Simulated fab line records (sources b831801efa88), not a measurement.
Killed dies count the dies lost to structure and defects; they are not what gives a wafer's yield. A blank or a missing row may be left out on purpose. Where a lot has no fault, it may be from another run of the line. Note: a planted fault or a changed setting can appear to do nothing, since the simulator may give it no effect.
fab line records	flow gf180mcu
record lots=6	wafers=18	last-day=34
route steps=602 shown HV_LDD@197
lots with no fault: from the same line, run without faults
start-h: hours from the record's opening day to when the first of the lot's shown wafers began	wait-h: how many hours have passed since the lot's step before this one	" as in the row above	L1.1+2: a row that stands for several wafers	- no value, or no start was given	* or withheld: withheld	< > ~ a bound
route shown NAME@n: a module of which the file shows steps, and the number in the route of the first	usual: mean/standard deviation of fault-free wafers	same: alike in all rows	chamber/n: place in a boat	sites: readings site by site	_std_site: standard deviation of those values	_edge_site: outer sites' mean less inner sites'	radius-mm: how far each site lies from the wafer's centre	mask NAME#n: copy n	behind: the most recent tool/chamber to have shaped the wafer	hold: what put the lot on hold/how long, in hours/how the hold closed	device: the n, p or np transistor that did not switch	end of line: tests of these same wafers at the route's end	where a step has no rows: the recipe by itself	killed: dies that structure and defects cost at the first sort, which is not the same as the wafer's yield	map: the dies of a wafer, with x for killed, . for not killed, _ for no die there
set.NAME: the setting the step ran with; set.NAME@STEP: the setting that earlier step ran with	model.NAME: the simulator's own value behind a step, which no gauge read
lots at selected steps of the route; one table per step, one row per wafer
services: from which hour (start-h, from the record's first day; less than 0 if before it) a tool's chamber was out of use, for how many hours, and why
## steps
# step GF_HV_LDD_IMPLANT_21
# recipe species=BF2	energy-kev=25	dose-cm2=5e+13	tilt-deg=7
# step GF_HV_LDD_STRIP_22
# recipe chemistry=O2/N2	power-w=1400	pressure-mtorr=1500	platen-temp-c=250	o2-flow-sccm=3000	n2-flow-sccm=300	overash-fraction=0.5
# usual drypump-motor-current-A=5.9/0.41	heater-power-w=333/31	oes-product-au=0.716/0.0051	strip-time-to-endpoint-s=12.63/0.031
lot.wafer	tool	chamber	start-h	wait-h	drypump-motor-current-A	heater-power-w	oes-product-au	rf-hours-counter-h	strip-time-to-endpoint-s
L654.2	plasma-asher-03	0	290.46	0.1	6.5	312	0.716	61	12.71
L654.3	"	0	"	"	6.5	306	0.716	-	12.70
L654.5	"	1	"	"	5.9	337	0.715	-	12.72
L660.1	plasma-asher-02	1	341.56	0.1	5.8	379	0.709	24	12.59
L660.3	"	0	"	"	5.4	293	0.714	-	12.67
L660.6	"	1	"	"	5.9	372	0.710	-	12.60
L661.2	plasma-asher-02	1	345.70	0.1	5.8	389	0.718	25	12.59
L661.4	"	1	"	"	5.9	384	0.724	-	12.61
L661.5	"	1	"	"	5.9	384	0.715	-	12.60
L665.1	plasma-asher-01	0	378.90	0.1	6.3	368	0.701	76	12.55
L665.3	"	0	"	"	6.4	367	0.716	-	12.64
L665.6	"	1	"	"	5.5	309	0.716	-	12.61
L666.1	plasma-asher-01	0	390.76	0.1	6.4	369	0.716	77	12.66
L666.4	"	0	"	"	6.3	369	0.720	-	12.64
L666.6	"	1	"	"	5.5	313	0.708	-	12.63
L667.2	plasma-asher-01	0	396.51	0.1	6.3	370	0.716	78	12.64
L667.4	"	1	"	"	5.5	314	0.713	-	12.60
L667.5	"	0	"	"	6.3	367	0.721	-	12.64
# step GF_HV_LDD_TW_MEAS_23
# usual HV_LDD_2_TW=1063/6.5
lot.wafer	tool	chamber	start-h	wait-h	HV_LDD_2_TW
L654.2	film-metro-04	-	290.57	0.1	1051
L654.3	"	-	"	"	1063
L654.5	"	-	"	"	1053
L660.1	film-metro-02	-	341.66	0.1	1059
L660.3	"	-	"	"	1067
L660.6	"	-	"	"	1067
L661.2	film-metro-04	-	345.81	0.1	1071
L661.4	"	-	"	"	1077
L661.5	"	-	"	"	1074
L665.1	film-metro-02	-	379.00	0.1	1068
L665.3	"	-	"	"	1074
L665.6	"	-	"	"	1068
L666.1	film-metro-02	-	390.86	0.1	1066
L666.4	"	-	"	"	1056
L666.6	"	-	"	"	1063
L667.2	film-metro-04	-	396.62	0.1	1075
L667.4	"	-	"	"	1065
L667.5	"	-	"	"	1074
# step GF_HV_LDD_DEHYDRATE_24
# recipe temp-c=200	time-s=60
# step GF_HV_LDD_HMDS_25
# recipe prime-time-s=60	prime-temp-c=120
# step GF_HV_LDD_COAT_26
# recipe resist=NOVOLAK	spin-rpm=3000	resist-thk-nm=1000
# step GF_HV_LDD_SOFTBAKE_27
# recipe temp-c=90	time-s=60	resist=NOVOLAK
# step GF_HV_LDD_EXPOSE_28
# recipe mask-id=Nplus_HV_AREA	target-cd-nm=400	na=0.6	source-shape=conventional	sigma-outer=0.6	dose-mj=140
# step GF_HV_LDD_PEB_29
# recipe temp-c=withheld	time-s=*	resist=NOVOLAK
# step GF_HV_LDD_DEVELOP_30
# recipe develop-time-s=60	dev-temp-c=23
# step GF_HV_LDD_CD_MEAS_31
# recipe target-cd-nm=400
# usual cd-nm=400.4/2.2
lot.wafer	tool	chamber	start-h	wait-h	cd-nm
L654.2	cd-sem-01	-	310.57	0.1	396.9
L654.3	"	-	"	"	396.7
L654.5	"	-	"	"	396.6
L660.1	cd-sem-01	-	363.25	0.1	402.4
L660.3	"	-	"	"	405.1
L660.6	"	-	"	"	400.0
L661.2	cd-sem-01	-	367.77	0.1	402.4
L661.4	"	-	"	"	405.0
L661.5	"	-	"	"	404.1
L665.1	cd-sem-01	-	401.10	0.1	400.0
L665.3	"	-	"	"	401.3
L665.6	"	-	"	"	401.0
L666.1	cd-sem-01	-	414.20	0.1	402.0
L666.4	"	-	"	"	402.9
L666.6	"	-	"	"	400.3
L667.2	cd-sem-02	-	419.72	0.1	402.8
L667.4	"	-	"	"	402.6
L667.5	"	-	"	"	401.0
# step GF_HV_LDD_OVL_MEAS_32
# usual HV_LDD_02_OVL=-0.6/1.3
lot.wafer	tool	chamber	start-h	wait-h	HV_LDD_02_OVL[nm]
L654.2	overlay-01	-	310.68	0.1	0.7
L654.3	"	-	"	"	0.7
L654.5	"	-	"	"	-0.6
L660.1	overlay-02	-	363.37	0.1	-1.6
L660.3	"	-	"	"	0.5
L660.6	"	-	"	"	-1.9
L661.2	overlay-01	-	367.88	0.1	-2.0
L661.4	"	-	"	"	-2.0
L661.5	"	-	"	"	-2.6
L665.1	overlay-02	-	401.22	0.1	-0.2
L665.3	"	-	"	"	0.4
L665.6	"	-	"	"	1.1
L666.1	overlay-02	-	414.32	0.1	-0.6
L666.4	"	-	"	"	0.5
L666.6	"	-	"	"	-0.2
L667.2	overlay-01	-	419.83	0.1	-1.3
L667.4	"	-	"	"	-1.6
L667.5	"	-	"	"	-0.7
# step GF_HV_LDD_IMPLANT_33
# recipe species=P	energy-kev=60	dose-cm2=7.5e+12	tilt-deg=30	rotation-deg=0
# usual beam-energy-keV=59.997/0.019	beam-on-s=10.03/0.22
lot.wafer	tool	chamber	start-h	wait-h	beam-energy-keV	beam-on-s
L654.2	implanter-04	0	310.73	0.0	60.007	10.17
L654.3	"	0	"	"	60.004	9.80
L654.5	"	0	"	"	60.007	9.98
L660.1	implanter-03	-	363.41	0.0	-	-
L660.3	"	-	"	"	-	-
L660.6	"	-	"	"	-	-
L661.2	implanter-02	-	367.93	0.0	-	-
L661.4	"	-	"	"	-	-
L661.5	"	-	"	"	-	-
L665.1	implanter-04	0	401.26	0.0	59.988	9.91
L665.3	"	0	"	"	59.991	10.30
L665.6	"	0	"	"	59.991	10.39
L666.1	implanter-02	0	414.36	0.0	59.962	10.33
L666.4	"	0	"	"	59.946	9.91
L666.6	"	0	"	"	59.988	10.19
L667.2	implanter-03	0	419.88	0.0	60.006	10.28
L667.4	"	0	"	"	60.017	9.67
L667.5	"	0	"	"	60.009	10.51
# step GF_HV_LDD_IMPLANT_34
# recipe species=P	energy-kev=60	dose-cm2=7.5e+12	tilt-deg=30	rotation-deg=90
# step GF_HV_LDD_IMPLANT_35
# recipe species=P	energy-kev=60	dose-cm2=7.5e+12	tilt-deg=30	rotation-deg=180
# step GF_HV_LDD_IMPLANT_36
# recipe species=P	energy-kev=60	dose-cm2=7.5e+12	tilt-deg=30	rotation-deg=270
# step GF_HV_LDD_STRIP_37
# recipe chemistry=O2/N2	power-w=1400	pressure-mtorr=1500	platen-temp-c=250	o2-flow-sccm=3000	n2-flow-sccm=300	overash-fraction=0.5
# usual drypump-motor-current-A=5.9/0.42	heater-power-w=336/31	oes-product-au=0.716/0.0045	strip-time-to-endpoint-s=12.62/0.032
lot.wafer	tool	chamber	start-h	wait-h	drypump-motor-current-A	heater-power-w	oes-product-au	rf-hours-counter-h	strip-time-to-endpoint-s
L654.2	plasma-asher-03	1	311.31	0.1	5.9	331	0.722	63	12.68
L654.3	"	1	"	"	5.9	334	0.721	-	12.64
L654.5	"	1	"	"	5.9	343	0.717	-	12.67
L660.1	plasma-asher-01	0	364.01	0.1	6.3	376	0.716	75	12.64
L660.3	"	0	"	"	6.3	365	0.709	-	12.65
L660.6	"	0	"	"	6.3	368	0.712	-	12.66
L661.2	plasma-asher-02	1	368.51	0.1	5.9	373	0.723	27	12.58
L661.4	"	0	"	"	5.4	302	0.718	-	12.52
L661.5	"	0	"	"	5.4	298	0.715	-	12.58
L665.1	plasma-asher-01	0	401.86	0.1	6.3	377	0.715	79	12.63
L665.3	"	0	"	"	6.4	368	0.717	-	12.58
L665.6	"	0	"	"	6.3	373	0.715	-	12.58
L666.1	plasma-asher-01	0	414.96	0.1	6.3	364	0.718	80	12.64
L666.4	"	0	"	"	6.3	368	0.721	-	12.61
L666.6	"	0	"	"	6.3	366	0.708	-	12.66
L667.2	plasma-asher-01	1	420.46	0.1	5.5	320	0.717	81	12.62
L667.4	"	0	"	"	6.3	373	0.712	-	12.63
L667.5	"	1	"	"	5.5	308	0.714	-	12.68
# step GF_HV_LDD_TW_MEAS_38
# usual HV_LDD_3_TW=1445/9.2
lot.wafer	tool	chamber	start-h	wait-h	HV_LDD_3_TW
L654.2	film-metro-02	-	311.42	0.1	1444
L654.3	"	-	"	"	1441
L654.5	"	-	"	"	1450
L660.1	film-metro-04	-	364.11	0.1	1327
L660.3	"	-	"	"	1318
L660.6	"	-	"	"	1321
L661.2	film-metro-02	-	368.62	0.1	1328
L661.4	"	-	"	"	1325
L661.5	"	-	"	"	1331
L665.1	film-metro-03	-	401.96	0.1	1440
L665.3	"	-	"	"	1439
L665.6	"	-	"	"	1442
L666.1	film-metro-04	-	415.06	0.1	1455
L666.4	"	-	"	"	1450
L666.6	"	-	"	"	1452
L667.2	film-metro-04	-	420.57	0.1	1449
L667.4	"	-	"	"	1456
L667.5	"	-	"	"	1456
# step GF_HV_LDD_DEHYDRATE_39
# recipe temp-c=200	time-s=60
# step GF_HV_LDD_HMDS_40
# recipe prime-time-s=60	prime-temp-c=120
# step GF_HV_LDD_COAT_41
# recipe resist=NOVOLAK	spin-rpm=3000	resist-thk-nm=1000
# step GF_HV_LDD_SOFTBAKE_42
# recipe temp-c=90	time-s=60	resist=NOVOLAK
# step GF_HV_LDD_EXPOSE_43
# recipe mask-id=Pplus_HV_AREA	target-cd-nm=400	na=0.6	source-shape=conventional	sigma-outer=0.6	dose-mj=140
# step GF_HV_LDD_PEB_44
# recipe temp-c=withheld	time-s=*	resist=NOVOLAK
# step GF_HV_LDD_DEVELOP_45
# recipe develop-time-s=60	dev-temp-c=23
# step GF_HV_LDD_CD_MEAS_46
# recipe target-cd-nm=400
# usual cd-nm=400.1/2.1
lot.wafer	tool	chamber	start-h	wait-h	cd-nm
L654.2	cd-sem-01	-	331.87	0.1	396.6
L654.3	"	-	"	"	399.8
L654.5	"	-	"	"	397.5
L660.1	cd-sem-01	-	386.35	0.1	401.7
L660.3	"	-	"	"	400.4
L660.6	"	-	"	"	401.6
L661.2	cd-sem-02	-	391.17	0.1	399.8
L661.4	"	-	"	"	398.9
L661.5	"	-	"	"	395.4
L665.1	cd-sem-02	-	425.10	0.1	401.6
L665.3	"	-	"	"	399.8
L665.6	"	-	"	"	401.3
L666.1	cd-sem-01	-	438.35	0.1	403.1
L666.4	"	-	"	"	402.8
L666.6	"	-	"	"	404.6
L667.2	cd-sem-02	-	444.52	0.1	402.8
L667.4	"	-	"	"	403.5
L667.5	"	-	"	"	404.1
# step GF_HV_LDD_OVL_MEAS_47
# usual HV_LDD_03_OVL=-1.1/1.5
lot.wafer	tool	chamber	start-h	wait-h	HV_LDD_03_OVL[nm]
L654.2	overlay-01	-	331.98	0.1	-2.0
L654.3	"	-	"	"	-1.8
L654.5	"	-	"	"	-1.5
L660.1	overlay-02	-	386.47	0.1	-0.3
L660.3	"	-	"	"	1.1
L660.6	"	-	"	"	-1.8
L661.2	overlay-01	-	391.28	0.1	-1.8
L661.4	"	-	"	"	-1.3
L661.5	"	-	"	"	2.7
L665.1	overlay-01	-	425.22	0.1	-1.3
L665.3	"	-	"	"	-1.6
L665.6	"	-	"	"	-1.8
L666.1	overlay-01	-	438.47	0.1	-0.5
L666.4	"	-	"	"	-0.2
L666.6	"	-	"	"	1.1
L667.2	overlay-01	-	444.62	0.1	-3.6
L667.4	"	-	"	"	-2.8
L667.5	"	-	"	"	-3.1
# step GF_HV_LDD_IMPLANT_48
# recipe species=B	energy-kev=25	dose-cm2=3e+13	tilt-deg=7
# step GF_HV_LDD_STRIP_49
# recipe chemistry=O2/N2	power-w=1400	pressure-mtorr=1500	platen-temp-c=250	o2-flow-sccm=3000	n2-flow-sccm=300	overash-fraction=0.5
# usual drypump-motor-current-A=6.0/0.4	heater-power-w=330/25	oes-product-au=0.716/0.0046	strip-time-to-endpoint-s=12.63/0.035
lot.wafer	tool	chamber	start-h	wait-h	drypump-motor-current-A	heater-power-w	oes-product-au	rf-hours-counter-h	strip-time-to-endpoint-s
L654.2	plasma-asher-03	1	332.16	0.1	5.9	334	0.718	65	12.59
L654.3	"	1	"	"	5.9	336	0.722	-	12.57
L654.5	"	0	"	"	6.5	316	0.717	-	12.63
L660.1	plasma-asher-02	1	386.66	0.1	5.9	385	0.723	29	12.63
L660.3	"	0	"	"	5.4	294	0.711	-	12.69
L660.6	"	1	"	"	5.8	374	0.716	-	12.65
L661.2	plasma-asher-03	1	391.46	0.1	5.9	337	0.713	70	12.59
L661.4	"	0	"	"	6.5	318	0.718	-	12.64
L661.5	"	0	"	"	6.5	313	0.719	-	12.67
L665.1	plasma-asher-01	0	425.40	0.1	6.3	364	0.711	82	12.57
L665.3	"	0	"	"	6.3	373	0.726	-	12.59
L665.6	"	0	"	"	6.3	363	0.709	-	12.61
L666.1	plasma-asher-03	0	438.66	0.1	6.5	315	0.720	1	12.65
L666.4	"	1	"	"	5.9	327	0.711	-	12.62
L666.6	"	1	"	"	5.9	334	0.717	-	12.62
L667.2	plasma-asher-03	0	444.80	0.1	6.5	312	0.715	2	12.57
L667.4	"	1	"	"	5.9	355	0.720	-	12.58
L667.5	"	0	"	"	6.5	317	0.716	-	12.58
# step GF_HV_LDD_TW_MEAS_50
# usual HV_LDD_4_TW=572/3.6
lot.wafer	tool	chamber	start-h	wait-h	HV_LDD_4_TW
L654.2	film-metro-03	-	332.27	0.1	572
L654.3	"	-	"	"	570
L654.5	"	-	"	"	570
L660.1	film-metro-02	-	386.76	0.1	575
L660.3	"	-	"	"	575
L660.6	"	-	"	"	575
L661.2	film-metro-03	-	391.57	0.1	569
L661.4	"	-	"	"	570
L661.5	"	-	"	"	574
L665.1	film-metro-04	-	425.50	0.1	577
L665.3	"	-	"	"	575
L665.6	"	-	"	"	576
L666.1	film-metro-02	-	438.76	0.1	574
L666.4	"	-	"	"	575
L666.6	"	-	"	"	577
L667.2	film-metro-03	-	444.91	0.1	566
L667.4	"	-	"	"	568
L667.5	"	-	"	"	569
# step GF_HV_LDD_CLEAN_51
# recipe chemistry=SC1/SC2	mix=1:4:20	temp-c=70	time-s=150	dry=n2-spin
# step GF_HV_LDD_RTA_52
# recipe temp-c=1000	time-s=10	ambient=N2
# usual lamp-power-pct=32.4/0.51	wafer_temp_C_max=1004.6/1.1
lot.wafer	tool	chamber	start-h	wait-h	lamp-power-pct	wafer_temp_C_max
L654.2	rtp-anneal-01	0	332.38	0.0	32.0	1004.6
L654.3	"	0	"	"	31.9	1005.2
L654.5	"	0	"	"	31.9	1006.2
L660.1	rtp-anneal-01	0	386.87	0.0	31.9	1006.2
L660.3	"	0	"	"	31.9	1006.5
L660.6	"	0	"	"	31.9	1004.8
L661.2	rtp-anneal-01	0	391.68	0.0	31.9	1005.3
L661.4	"	0	"	"	31.9	1006.1
L661.5	"	0	"	"	31.9	1005.8
L665.1	rtp-anneal-01	0	425.61	0.0	32.0	1004.2
L665.3	"	0	"	"	31.9	1003.5
L665.6	"	0	"	"	31.9	1005.6
L666.1	rtp-anneal-02	0	438.87	0.0	32.9	1004.0
L666.4	"	0	"	"	33.0	1004.8
L666.6	"	0	"	"	33.0	1004.4
L667.2	rtp-anneal-02	0	445.02	0.0	33.0	1003.1
L667.4	"	0	"	"	33.0	1004.5
L667.5	"	0	"	"	32.9	1003.3
# step GF_HV_LDD_RS_MEAS_53
# recipe thk-meas-gauge=four-point-probe
# usual HV_LDD_RS=418.6/0.9
lot.wafer	tool	chamber	start-h	wait-h	HV_LDD_RS[ohm/sq]
L654.2	film-metro-02	-	332.46	0.1	419.4
L654.3	"	-	"	"	418.6
L654.5	"	-	"	"	419.4
L660.1	film-metro-03	-	386.93	0.1	438.1
L660.3	"	-	"	"	438.7
L660.6	"	-	"	"	439.0
L661.2	film-metro-03	-	391.76	0.1	441.1
L661.4	"	-	"	"	439.7
L661.5	"	-	"	"	440.5
L665.1	film-metro-03	-	425.68	0.1	419.0
L665.3	"	-	"	"	420.6
L665.6	"	-	"	"	419.6
L666.1	film-metro-03	-	438.94	0.1	418.6
L666.4	"	-	"	"	418.1
L666.6	"	-	"	"	418.0
L667.2	film-metro-03	-	445.10	0.1	418.4
L667.4	"	-	"	"	418.2
L667.5	"	-	"	"	419.2
# step GF_HV_LDD_CVD_54
# recipe material=SiO2	target-thk-nm=10	precursor=TEOS	temp-c=680	time-s=75	pressure-mtorr=400
## services
tool	chamber	start-h	hours	kind
plasma-asher-01	-	283.69	1.5	repair
implanter-03	-	295.16	2.2	repair
plasma-asher-01	-	311.04	1.6	repair
implanter-04	-	334.74	5.2	repair
plasma-asher-03	-	343.78	6.3	repair
plasma-asher-01	-	345.80	2.8	pm
plasma-asher-02	-	353.37	0.6	repair
implanter-04	-	354.91	2.0	repair
rtp-anneal-01	-	408.73	6.3	pm
plasma-asher-02	-	416.85	37.1	pm
implanter-02	-	417.56	3.0	repair
plasma-asher-03	-	421.25	9.0	pm
plasma-asher-03	0	421.25	9.0	vent-cycle
plasma-asher-03	1	421.25	9.0	vent-cycle
plasma-asher-03	0	430.25	-	clean
plasma-asher-03	1	430.25	-	clean
implanter-02	-	438.98	2.0	pm
## key
first-sign step=GF_HV_LDD_IMPLANT_33	reading=tool-record	direction=missing
effect step=GF_HV_LDD_TW_MEAS_38	reading=HV_LDD_3_TW	direction=down	sigmas=13	usual=1445	struck=1325
effect step=GF_HV_LDD_RS_MEAS_53	reading=HV_LDD_RS	direction=up	sigmas=23	usual=418.6	struck=439.5
met-at GF_HV_LDD_IMPLANT_33
struck-wafers L660.1,L660.3,L660.6,L661.2,L661.4,L661.5
later-rows-left-out L660.1,L660.3,L660.6,L661.2,L661.4,L661.5
sort-left-out L660.1,L660.3,L660.6,L661.2,L661.4,L661.5
tester-left-out L660,L661
fault kind=skipped-step-whole	tool=implanter-02,implanter-03	chamber=-	onset-h=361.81	steps=GF_HV_LDD_IMPLANT_33	scope=struck-lots-only
# tester-left-out: of these lots the tester's yield and bins aren't shown, on N5 and GAA mostly nor the transistor test; their killed dies are dies lost to structure and defects alone, not to doping, threshold or leakage, so they don't give the yield
# sort-left-out: the simulated sort isn't trusted on such a fault, so these wafers' sort isn't shown, and their yield isn't known
# later-rows-left-out: the simulator's readings of these wafers behind a module that went badly wrong aren't trusted and aren't shown, but for the sort
